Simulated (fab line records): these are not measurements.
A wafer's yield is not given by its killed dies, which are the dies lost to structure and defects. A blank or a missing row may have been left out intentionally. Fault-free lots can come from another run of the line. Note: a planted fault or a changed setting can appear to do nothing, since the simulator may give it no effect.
Comparing a struck lot with a sound one :: flow sky130 :: 17 out of 708 route steps
Sound: these wafers, L801.3, L801.4, L801.6. The struck wafers were L816.3, L816.5, L816.6. The cause comes at the end.
For every step that has rows: the tool of each side, followed by ch and its chambers, followed by its first start. Under that, the readings that differ: sound wafers :: struck wafers :: difference of the means :: sigmas: that difference in standard deviations of wafers without a fault.
alike: readings with means less than 2 such deviations apart, plus words and numbers identical on both sides. not compared: withheld readings, readings lacking a value on some wafer, bounds such as >300 that could conceal the same value, and numbers that have no deviation in the record and whose values overlap.
Wherever a step has rows on one side only, a row that says differs or no value, or a row with sigmas, the two part there. Non-overlapping numbers with no deviation appear without sigmas and do not part them. Lack of a reading on every wafer of one side parts them only where that side has two or more wafers.

SKY_LDD_P_OVL_MEAS_08:
  struck on overlay-01, day 26 10:21; sound on overlay-01, day 21 02:41
  alike: LDD_P_OVL
then, 1 step without rows for these wafers: SKY_LDD_P_IMPLANT_09.
SKY_LDD_P_STRIP_10: strips in O2/N2.
  sound on plasma asher-03 ch 0,1, day 21 02:54; struck on plasma asher-02 ch 0,1, day 26 10:34
  alike: chamber pressure mTorr, drypump motor current A, n2 flow sccm, oes product au, strip time to endpoint s
  not compared: rf hours counter h
SKY_LDD_P_TW_MEAS_11:
  struck on film metro-02, day 26 10:38; sound on film metro-02, day 21 02:59
  alike: LDD_P_TW
then, 7 steps without rows for these wafers: SKY_LDD_HVN_DEHYDRATE_00 (time 60 s); SKY_LDD_HVN_HMDS_01 (prime time 60 s); SKY_LDD_HVN_COAT_02 (resist thk 300 nm); SKY_LDD_HVN_SOFTBAKE_03 (time 60 s); SKY_LDD_HVN_EXPOSE_04 (exposes mask HVNTM, target cd 700 nm); SKY_LDD_HVN_PEB_05; SKY_LDD_HVN_DEVELOP_06 (develop time 60 s).
SKY_LDD_HVN_OVL_MEAS_07:
  struck on overlay-01, day 27 15:16; sound on overlay-01, day 22 09:37
  alike: LDD_HVN_OVL
SKY_LDD_HVN_IMPLANT_08:
  sound on implanter-03 ch 0, day 22 09:42; struck on implanter-03 ch 0, day 27 15:21
reading: dose ions cm2
sound: 2.999e+13 2.9979e+13 2.9996e+13
struck: 2.1637e+14 2.1638e+14 2.1636e+14
difference: +1.8638e+14
sigmas: +99 or more

reading: end station pressure torr (Torr)
sound: 4.7e-06 4.75e-06 5.06e-06
struck: 5.71e-06 6.26e-06 5.33e-06
difference: +9.30e-07
sigmas: +3

reading: faraday current uA
sound: 168 168 171
struck: 1224 1192 1216
difference: +1042
sigmas: +99 or more
SKY_LDD_HVN_STRIP_09: strips in O2/N2.
  sound on plasma asher-01 ch 0,1, day 22 09:50; struck on plasma asher-01 ch 0,1, day 27 15:29
  alike: chamber pressure mTorr, drypump motor current A, n2 flow sccm, oes product au, strip time to endpoint s
  not compared: rf hours counter h
SKY_LDD_HVN_TW_MEAS_10:
  struck on film metro-01, day 27 15:34; sound on film metro-04, day 22 09:55
reading: LDD_HVN_TW
sound: 1440 1446 1437
struck: 2638 2639 2640
difference: +1198
sigmas: +99 or more
then, 1 step without rows for these wafers: SKY_LDD_HVP_DEHYDRATE_00 (time 60 s).
-- record jumps: 23 days separate the struck wafers' starts on either side; left off in module LDD_HVP, taken up again in module PAD_OPEN, whose first shown step is the route's number 708 --
SKY_PAD_OPEN_PROBE_99:
  struck on prober-02, day 50 13:16; sound on prober-02, day 47 04:58
reading: model.etest.tip_n_5v.rs ohm sq
sound: 1402 1399 1396
struck: 322.2 317.6 318.1
difference: -1079.7
sigmas: 

reading: model.etest.nfet g5v0d10v5.r on ohm um
sound: 1894 1905 1868
struck: 1459 1445 1435
difference: -443
sigmas: 

reading: model.etest.nfet g5v0d10v5.drive ua um
sound: 602.2 606.3 609.6
struck: 741.9 733.6 740.4
difference: +132.6
sigmas: 

reading: model.etest.nfet_05v0_nvt.drive ua um
sound: 568.1 571.6 578.1
struck: 634.7 626.3 636.5
difference: +59.9
sigmas: 

reading: model.etest.tip_n_5v.rs ohm sq range
sound: 14.21 29.44 30.73
struck: 6.201 9.062 5.629
difference: -17.829
sigmas: 

reading: model.etest.res ndiff hv.rs ohm sq
sound: 116.4 116.1 116.4
struck: 97.98 97.53 98.77
difference: -18.21
sigmas: 

reading: model.etest.nfet_16v.drive ua um
sound: 218.2 219.5 222.4
struck: 231.9 230.6 235.3
difference: +12.6
sigmas: 

reading: model.etest.ring_5v.delay ps
sound: 45.58 44.64 44.63
struck: 41.62 40.99 41.59
difference: -3.55
sigmas: 
  alike: killed_at_M0_to_M3, killed_at_M4_up, killed at contacts, killed at front end, killed dies, killed open, killed short

## WHERE THEY PART
Last at SKY_LDD_HVN_TW_MEAS_10 as far as this record goes, first at SKY_LDD_HVN_IMPLANT_08. Later steps at which nothing parts them and some readings are alike: SKY_PAD_OPEN_PROBE_99.

WHY: whatever the simulator had introduced
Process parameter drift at SKY_LDD_HVN_IMPLANT_08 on implanter-03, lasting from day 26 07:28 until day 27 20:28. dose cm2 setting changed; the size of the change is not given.
